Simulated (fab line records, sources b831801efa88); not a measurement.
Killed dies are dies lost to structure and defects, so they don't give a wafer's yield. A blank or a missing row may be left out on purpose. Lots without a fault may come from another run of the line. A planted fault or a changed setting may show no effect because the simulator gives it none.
Split-lot experiment | flow sky130 | 5 lots, 23 wafers read, on a route of 708 steps

THE SPLIT
At SKY_METAL5_SPUTTER_04 (material TiN, target thk 70 nm, time 58.3 s), the setting power_w was moved away from the recipe's 6500 W on 10 of the 23 wafers read, by -8.0% to +7.5%. The other wafers ran this setting at the recipe's value.

The reading is taken at the split's own step.

THE READING
TiN_of_METAL5_SPUTTER_04.thk_nm (the simulator's own value, which no gauge read), in nm, at SKY_METAL5_SPUTTER_04 (material TiN, target thk 70 nm, time 58.3 s). The file gives no usual value for it. The 13 wafers here that ran the recipe average 70.07 nm, standard deviation 0.86 nm.

wafer  | tool, chamber at the split | power_w as run, W | against the recipe | TiN_of_METAL5_SPUTTER_04.thk_nm, nm | against lot-mates on the recipe
L077.1 | pvd_sputter-02, -          | 6500              | recipe             | 71.13                               | -
L077.2 | pvd_sputter-02, -          | 6989              | +7.5%              | 76.97                               | +5.78
L077.3 | pvd_sputter-02, -          | 6500              | recipe             | 71.24                               | -
L077.4 | pvd_sputter-02, -          | 6989              | +7.5%              | 75.48                               | +4.30
L077.5 | pvd_sputter-02, -          | 6989              | +7.5%              | 75.71                               | +4.52
L079.1 | pvd_sputter-01, -          | 5980              | -8.0%              | 64.38                               | -4.59
L079.2 | pvd_sputter-01, -          | 5980              | -8.0%              | 63.66                               | -5.31
L079.3 | pvd_sputter-01, -          | 6500              | recipe             | 70.08                               | -
L079.4 | pvd_sputter-01, -          | 5980              | -8.0%              | 62.66                               | -6.31
L079.5 | pvd_sputter-01, -          | 6500              | recipe             | 67.86                               | -
L080.2 | pvd_sputter-03, -          | 6500              | recipe             | 69.93                               | -
L080.3 | pvd_sputter-03, -          | 6010              | -7.5%              | 63.84                               | -5.81
L080.4 | pvd_sputter-03, -          | 6500              | recipe             | 69.8                                | -
L080.5 | pvd_sputter-03, -          | 6500              | recipe             | 69.22                               | -
L080.6 | pvd_sputter-03, -          | 6010              | -7.5%              | 63.71                               | -5.94
L083.1 | pvd_sputter-01, -          | 6500              | recipe             | 70.63                               | -
L083.3 | pvd_sputter-01, -          | 6500              | recipe             | 70.7                                | -
L083.4 | pvd_sputter-01, -          | 6057              | -6.8%              | 64.99                               | -5.70
L083.5 | pvd_sputter-01, -          | 6057              | -6.8%              | 66.62                               | -4.07
L083.6 | pvd_sputter-01, -          | 6500              | recipe             | 70.75                               | -
L085.1 | pvd_sputter-02, -          | 6500              | recipe             | 69.76                               | -
L085.2 | pvd_sputter-02, -          | 6500              | recipe             | 69.83                               | -
L085.4 | pvd_sputter-02, -          | 6500              | recipe             | 70.03                               | -

THE FIT
A straight line over all 23 wafers: TiN_of_METAL5_SPUTTER_04.thk_nm changes by +0.784 nm for each +1% of power_w; r = +0.98; the points scatter about the line by 0.88 nm.
The same after taking each lot's own level away (the mean of its wafers on the recipe; 23 wafers): +0.689 nm for each +1%; r = +0.98; scatter 0.62 nm.
On that fit, the largest move of power_w shifts the reading by 5.5 nm.
The lots' own levels span 68.970 to 71.185 nm, that is 2.6 times the standard deviation above.
So the lot-to-lot level changes the slope: the two fits differ.
Check: with one of the wafers moved furthest among these (-8.0%) left out of the fit, the line predicts -5.77 nm for it against its lot-mates. It came out at -4.59 nm against them.

OTHER SPLITS ON THESE WAFERS
These wafers also went through other splits before the reading. Each is held against what the fit with the lots' levels taken away leaves over:
other split on the same wafers | wafers away from the commonest value | r with TiN_of_METAL5_SPUTTER_04.thk_nm (lot level and that fit taken away)
SKY_VIA4_CVD_18 temp_c         | 11                                   | -0.34

THE FILE'S OWN FIT
TiN_of_METAL5_SPUTTER_04.thk_nm changes by +0.703 nm for each +1% of power_w, r = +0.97.
